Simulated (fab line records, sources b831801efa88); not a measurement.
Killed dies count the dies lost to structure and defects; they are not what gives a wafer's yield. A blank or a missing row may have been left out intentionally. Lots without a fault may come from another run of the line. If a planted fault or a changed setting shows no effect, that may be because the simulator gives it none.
One fault through the eyes of 2 desks	flow gf180mcu	every desk sees just its own numbers, and what lay behind them comes last

## DESK OF THE TOOL OWNER: pvd_sputter-02
The tool's own readings at GF_V1_SPUTTER_21 (material Ti, target thk 15 nm, time 80.02 s): means of the sampled wafers that have a number, for each lot that ran on this tool. A lot is out of limits, marked OUT, if its mean lies more than 4 standard deviations from the usual mean; the brackets give that distance.
Columns: A = throttle_valve_pct at GF_V1_SPUTTER_21, usual 30.4 %
lot	first seen here	A
L798	day 21 20:56	30.8
L803	day 23 13:01	30.8
This desk's verdict: no lot among the 2 shows anything out of limits.

## METROLOGY DESK
Means of the sampled wafers that have a number, per lot and without regard to the tool the lot ran on: this is what the gauges read. A lot is out of limits, marked OUT, if its mean lies more than 4 standard deviations from the usual mean; the brackets give that distance. 7 of its 8 readings are shown, namely those furthest out on some lot.
Columns: A = cd_nm at GF_V1_CD_MEAS_14, usual 259.7 nm; B = V1_OVL at GF_V1_OVL_MEAS_15, usual 1 nm; C = V1_W_RS at GF_V1_RS_MEAS_24, usual 0.328 ohm/sq; D = V1_W_THK at GF_V1_THK_MEAS_25, usual 354 nm; E = M2_ALCU_RS at GF_M2_RS_MEAS_05, usual 0.0696 ohm/sq; F = M2_ALCU_THK at GF_M2_THK_MEAS_06, usual 441 nm; G = M2_OVL at GF_M2_OVL_MEAS_15, usual 5 nm
lot	first seen here	A	B	C	D	E	F	G
L797	day 21 08:39	261.9	1	0.326	356	0.0701	438	2
L798	day 21 20:03	259.1	1	0.330	350	0.0703	436	8
L803	day 23 12:15	257.8	5	0.328	354	0.0689	445	7
L810	day 26 00:08	258.9	4	0.327	355	0.0699	437	4
L811	day 26 11:47	258.3	-10	0.327	357	0.0698	437	10
This desk's verdict: no lot among the 5 shows anything out of limits.

## TAKEN TOGETHER
Nothing out of limits was seen by the tool owner's desk.
From the metrology desk's view, nothing was out of limits.

## WHAT THE SIMULATOR HAD INSERTED
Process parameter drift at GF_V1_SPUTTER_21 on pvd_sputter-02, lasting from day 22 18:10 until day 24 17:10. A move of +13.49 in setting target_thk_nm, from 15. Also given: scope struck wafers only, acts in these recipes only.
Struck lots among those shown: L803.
